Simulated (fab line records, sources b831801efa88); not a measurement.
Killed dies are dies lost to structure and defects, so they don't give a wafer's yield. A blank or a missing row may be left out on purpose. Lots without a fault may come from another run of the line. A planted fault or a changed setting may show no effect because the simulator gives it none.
Split-lot experiment | flow sfq_line | 5 lots, 23 wafers read, on a route of 325 steps

THE SPLIT
At SFQ_TRILAYER_I3_VIA_LITHO_PEB_088 (peb time 60 s), the setting peb_time_s was moved away from the recipe's 60 s on 8 of the 23 wafers read, by -13.4% to +7.7%. The other wafers ran this setting at the recipe's value.

FROM THE SPLIT TO THE READING: what the file shows between them, 1 step
- SFQ_TRILAYER_I3_VIA_LITHO_DEVELOP_087: time 60 s

THE READING
I3.cd_nm (the simulator's own value, which no gauge read), in nm, at SFQ_TRILAYER_I3_VIA_BARC_OPEN_VIA_ETCH_121 (etches BARC in O2, target depth 125 nm, time 41.7 s). The file gives no usual value for it. The 15 wafers here that ran the recipe average 500.0 nm, standard deviation 0.75 nm.

wafer  | tool, chamber at the split | peb_time_s as run, s | against the recipe | I3.cd_nm, nm | against lot-mates on the recipe
L078.1 | litho_track-01, 0          | 60                   | recipe             | 500          | -
L078.2 | litho_track-01, 0          | 51.96                | -13.4%             | 477.7        | -22.2
L078.3 | litho_track-01, 0          | 60                   | recipe             | 500.1        | -
L078.5 | litho_track-01, 0          | 51.96                | -13.4%             | 478.8        | -21.1
L078.6 | litho_track-01, 0          | 60                   | recipe             | 499.6        | -
L080.3 | litho_track-02, 0          | 60                   | recipe             | 499.6        | -
L080.4 | litho_track-02, 0          | 60                   | recipe             | 499.9        | -
L080.5 | litho_track-02, 0          | 60                   | recipe             | 499.3        | -
L082.1 | litho_track-03, 0          | 64.6                 | +7.7%              | 510.8        | +9.8
L082.2 | litho_track-03, 0          | 64.6                 | +7.7%              | 511.3        | +10.3
L082.6 | litho_track-03, 0          | 64.6                 | +7.7%              | 511.3        | +10.3
L082.3 | litho_track-03, 0          | 60                   | recipe             | 502          | -
L082.5 | litho_track-03, 0          | 60                   | recipe             | 500          | -
L083.1 | litho_track-03, 0          | 60                   | recipe             | 499.8        | -
L083.6 | litho_track-03, 0          | 60                   | recipe             | 499.8        | -
L083.3 | litho_track-03, 0          | 60                   | recipe             | 499.2        | -
L083.4 | litho_track-03, 0          | 60                   | recipe             | 501.1        | -
L083.5 | litho_track-03, 0          | 60                   | recipe             | 500          | -
L084.1 | litho_track-01, 0          | 60                   | recipe             | 500.3        | -
L084.2 | litho_track-01, 0          | 55.12                | -8.1%              | 487.3        | -12.2
L084.6 | litho_track-01, 0          | 55.12                | -8.1%              | 487.3        | -12.2
L084.3 | litho_track-01, 0          | 60                   | recipe             | 498.7        | -
L084.4 | litho_track-01, 0          | 55.12                | -8.1%              | 487.1        | -12.4

THE FIT
A straight line over all 23 wafers: I3.cd_nm changes by +1.56 nm for each +1% of peb_time_s; r = +1.00; the points scatter about the line by 0.75 nm.
The same after taking each lot's own level away (the mean of its wafers on the recipe; 23 wafers): +1.5 nm for each +1%; r = +1.00; scatter 0.83 nm.
On that fit, the largest move of peb_time_s shifts the reading by 20 nm.
The lots' own levels span 499.50 to 501.00 nm, that is 2.0 times the standard deviation above.
So the lot-to-lot level changes the slope little: the two slopes agree.
Check: with one of the wafers moved furthest among these (-13.4%) left out of the fit, the line predicts -19.9 nm for it against its lot-mates. It came out at -22.2 nm against them.

OTHER SPLITS ON THESE WAFERS
These wafers also went through other splits before the reading. Each is held against what the fit with the lots' levels taken away leaves over:
other split on the same wafers                  | wafers away from the commonest value | r with I3.cd_nm (lot level and that fit taken away)
SFQ_TRILAYER_M2_BARC_OPEN_METAL_ETCH_077 bias_w | 8                                    | -0.11
SFQ_TRILAYER_I2_CMP_CMP_064 leave_above_ref_nm  | 6                                    | -0.15
SFQ_TRILAYER_I2_VIA_LITHO_EXPOSE_068 dose_mj    | 5                                    | -0.38
SFQ_TRILAYER_M3_LITHO_COAT_075 spin_rpm         | 6                                    | -0.14
SFQ_TRILAYER_M3_BARC_OPEN_METAL_ETCH_100 time_s | 11                                   | -0.08
SFQ_TRILAYER_I3_DEP_PECVD_081 time_s            | 8                                    | -0.23

THE FILE'S OWN FIT
I3.cd_nm changes by +1.53 nm for each +1% of peb_time_s, r = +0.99.
